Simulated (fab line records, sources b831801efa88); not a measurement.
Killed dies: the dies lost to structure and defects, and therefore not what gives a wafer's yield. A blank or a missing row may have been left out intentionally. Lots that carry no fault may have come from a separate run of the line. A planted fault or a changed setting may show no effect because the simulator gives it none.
Chamber matching ; flow gf180mcu ; GF_V3_CMP_26 on cmp-01 has 4 sister chambers
The step polishes, stops on SiO2, t overpolish 15 s, target thk 0 nm. 7 wafers are shown with their chamber, then 7 later ones without.

EACH WAFER AND ITS CHAMBER
wafer;chamber;motor current A (A);overpolish run s (s)
L076.3;1;11.3;15.011
L076.5;3;10.0;15.002
L083.3;0;10.1;14.998
L083.4;2;11.9;14.993
L083.6;2;12.4;15.001
L088.1;0;10.5;14.982
L088.2;3;10.2;14.995

WAFERS WITHOUT THEIR CHAMBER
wafer;motor current A (A);overpolish run s (s)
L088.4;12.0;14.998
L094.2;12.7;15.003
L094.5;10.1;15.018
L094.6;10.9;14.989
L097.1;11.0;14.996
L097.3;10.2;15.005
L097.4;10.3;15.005

CHAMBER TAKEN BY EACH
wafer;from the rows above;in truth
L088.4;2;2
L094.2;2;2
L094.5;can't be placed: 3 or 0 or 1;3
L094.6;can't be placed: 0 or 3 or 1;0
L097.1;can't be placed: 1 or 0 or 3 or 2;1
L097.3;can't be placed: 3 or 0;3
L097.4;can't be placed: 3 or 0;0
2 of 7 placed correctly. Cannot be placed on the basis of these rows: 5; the candidates contain the true chamber in 5. Placed wrongly: 0.
How it was worked out, from the rows above alone: a wafer's distance from a chamber is the root of the sum, over the readings, of the square of ((its reading less the chamber's mean) divided by the reading's scatter). The wafer belongs to the nearest chamber; if the next one is less than 2 further off, it can't be placed. The mean given for a chamber averages the wafers shown for that chamber. The scatter: the root of (the sum of the squares of (reading less its chamber's mean) over the shown wafers, divided by (wafers less chambers)).
